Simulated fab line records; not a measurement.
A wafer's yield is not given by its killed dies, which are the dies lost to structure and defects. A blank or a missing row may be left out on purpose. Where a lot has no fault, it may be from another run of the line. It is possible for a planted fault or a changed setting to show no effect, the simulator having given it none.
Which tool did it?    flow sky130    13 lots with 36 wafers sampled at 5 steps, on a route of 708 steps

WHAT EACH GAUGE READ, for each wafer
SKY_VT_ADJUST_PCH_OVL_MEAS_07.
lot   measured      on          VT_ADJUST_PCH_OVL (nm)
L556  day 11 03:04  overlay-01  -0.8 -1.2 0.4
L557  day 11 14:41  overlay-01  0.0 -2.5 -1.2
L558  day 11 16:08  overlay-01  0.3 0.3 -1.3
L559  day 12 02:26  overlay-01  -1.4 -3.0 -2.5
L561  day 12 17:37  overlay-01  -1.4 -1.4 -2.2
L565  day 13 19:44  overlay-02  -0.8 -0.7
L567  day 14 09:13  overlay-02  -1.8 -1.0
L568  day 14 21:29  overlay-02  1.7 1.6
L572  day 16 13:43  overlay-01  -2.0 -0.9 -0.6
L573  day 16 14:44  overlay-02  -0.2 -0.2 0.7
L574  day 16 21:20  overlay-02  -0.1 1.3 1.8
L575  day 17 10:47  overlay-02  0.8 -0.4 1.0
L576  day 17 13:34  overlay-01  -3.0 -0.9 -0.5

SKY_LOCAL_INTERCONNECT_CD_MEAS_11: the cd target is 170 nm.
lot   measured      on         cd_nm (nm)
L556  day 30 22:58  cd_sem-02  173.1 172.6 172.7
L557  day 31 23:19  cd_sem-02  167.8 170.4 168.2
L558  day 32 01:06  cd_sem-02  170.5 169.7 169.6
L559  day 32 02:52  cd_sem-02  171.2 170.8 171.7
L561  day 32 17:17  cd_sem-02  169.3 169.5 169.6
L565  day 34 00:11  cd_sem-02  182.3 170.8
L567  day 34 16:56  cd_sem-02  179.3 180.6
L568  day 34 21:35  cd_sem-02  183.3 170.9
L572  day 36 14:59  cd_sem-01  169.8 169.5 169.1
L573  day 36 19:22  cd_sem-01  170.3 170.0 171.3
L574  day 37 00:37  cd_sem-01  168.5 168.6 169.5
L575  day 37 05:27  cd_sem-02  168.6 169.7 169.2
L576  day 37 13:35  cd_sem-01  170.0 170.3 171.7

SKY_VIA3_THK_MEAS_01.
lot   measured      on             VIA3_HDPCVD_THK (nm)
L556  day 39 02:13  film_metro-04  1641 1639 1648
L557  day 39 23:46  film_metro-04  1624 1635 1656
L558  day 40 01:44  film_metro-04  1662 1651 1646
L559  day 40 05:32  film_metro-02  1633 1636 1616
L561  day 40 17:07  film_metro-04  1635 1629 1636
L565  day 41 21:32  film_metro-01  1654 1641
L567  day 42 11:22  film_metro-01  1639 1644
L568  day 42 15:19  film_metro-02  1631 1614
L572  day 44 04:05  film_metro-04  1633 1626 1621
L573  day 44 09:13  film_metro-02  1609 1631 1635
L574  day 44 13:35  film_metro-02  1641 1646 1648
L575  day 44 17:55  film_metro-02  1619 1630 1635
L576  day 45 01:37  film_metro-02  1632 1618 1633

TOOL THAT RAN EACH LOT (tool first, then ch and the chambers of the sampled wafers, then the start)
lot   SKY_NWELL_STRIP_14                    SKY_LOCAL_INTERCONNECT_DEVELOP_10
L556  plasma_asher-02 ch 1, day 5 02:39     litho_track-04 ch 0, day 30 22:00
L557  plasma_asher-02 ch 0,1, day 5 10:17   litho_track-02 ch 0, day 31 23:00
L558  plasma_asher-02 ch 0,1, day 5 11:48   litho_track-02 ch 0, day 32 00:00
L559  plasma_asher-03 ch 0,1, day 5 20:16   litho_track-03 ch 0, day 32 02:00
L561  plasma_asher-02 ch 0,1, day 6 07:21   litho_track-02 ch 0, day 32 17:00
L565  plasma_asher-04 ch 0,1, day 7 04:46   litho_track-02 ch 0, day 34 00:00
L567  plasma_asher-02 ch 1, day 7 16:04     litho_track-02 ch 0, day 34 16:00
L568  plasma_asher-03 ch 0, day 7 22:58     litho_track-02 ch 0, day 34 21:00
L572  plasma_asher-02 ch 0,1, day 9 05:52   litho_track-04 ch 0, day 36 14:00
L573  plasma_asher-04 ch 0,1, day 9 06:49   litho_track-03 ch 0, day 36 19:00
L574  plasma_asher-02 ch 0,1, day 9 12:55   litho_track-04 ch 0, day 37 00:00
L575  plasma_asher-03 ch 0,1, day 9 23:38   litho_track-03 ch 0, day 37 05:00
L576  plasma_asher-02 ch 0,1, day 10 01:51  litho_track-04 ch 0, day 37 13:00
- SKY_NWELL_STRIP_14: strips in O2/N2.
- SKY_LOCAL_INTERCONNECT_DEVELOP_10: develop time 60 s.

AS READ BY THE TOOLS THEMSELVES (means over the sampled wafers that have a number; for cases with no such wafer, the mark the record gives instead)
SKY_NWELL_STRIP_14.
lot   tool             drypump_motor_current_A (A)  oes_product_au (a.u.)  strip_time_to_endpoint_s (s)
L556  plasma_asher-02  5.2                          0.724                  36.79
L557  plasma_asher-02  5.5                          0.724                  37.04
L558  plasma_asher-02  5.9                          0.719                  36.77
L559  plasma_asher-03  5.1                          0.724                  37.04
L561  plasma_asher-02  5.6                          0.719                  36.85
L565  plasma_asher-04  5.8                          0.720                  37.08
L567  plasma_asher-02  5.2                          0.723                  36.80
L568  plasma_asher-03  5.0                          0.716                  37.01
L572  plasma_asher-02  5.5                          0.725                  36.99
L573  plasma_asher-04  5.8                          0.727                  37.04
L574  plasma_asher-02  5.6                          0.730                  36.85
L575  plasma_asher-03  5.1                          0.720                  37.04
L576  plasma_asher-02  5.6                          0.720                  37.13

SKY_LOCAL_INTERCONNECT_DEVELOP_10.
lot   tool            exhaust_pa (Pa)
L556  litho_track-04  46.0
L557  litho_track-02  45.3
L558  litho_track-02  45.2
L559  litho_track-03  44.2
L561  litho_track-02  44.3
L565  litho_track-02  45.0
L567  litho_track-02  43.8
L568  litho_track-02  45.5
L572  litho_track-04  45.3
L573  litho_track-03  44.9
L574  litho_track-04  44.1
L575  litho_track-03  44.6
L576  litho_track-04  45.5

THE ANSWER, worked out from the rows above alone
Rule: the lots themselves supply what counts as usual. The widest of any qualifying gaps counts: lots, ordered by their means at a reading, are off when they make up no more than a third of the lots, leave a main group of 4 or more, and stand apart from it by 3 or more times the standard deviation of that group's means. The tables above print the reading to a certain number of digits; a main group whose means all agree to those digits is not used. A lot without any number at a reading at which 4 lots or more have one is off too. All remaining lots with rows at the step are treated as sound. After the gauges, taken in route order, come the tools' own readings; for these a lot's mean is taken, as printed above. The first step at which some lot is off is used, and at that step the reading that is off furthest; a lot without a number counts as furthest.
Off at SKY_LOCAL_INTERCONNECT_CD_MEAS_11 (cd_nm): L565, L567, L568. Mean 170.1 nm and standard deviation 1.2 in the main group.
A tool fits if, at a process step before that reading, it ran every lot that is off, and no sound lot after the first of them. The gauges at SKY_LOCAL_INTERCONNECT_CD_MEAS_11 are tried like those tools. One candidate fits, namely litho_track-02 at SKY_LOCAL_INTERCONNECT_DEVELOP_10. Its last sound lot is L561 (day 32 17:00), its first lot that is off L565 (day 34 00:00): a fault that began between those two fits.

WHAT WAS PUT IN BY THE SIMULATOR
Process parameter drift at SKY_LOCAL_INTERCONNECT_DEVELOP_10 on litho_track-02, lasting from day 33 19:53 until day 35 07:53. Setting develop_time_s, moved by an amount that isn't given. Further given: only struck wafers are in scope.
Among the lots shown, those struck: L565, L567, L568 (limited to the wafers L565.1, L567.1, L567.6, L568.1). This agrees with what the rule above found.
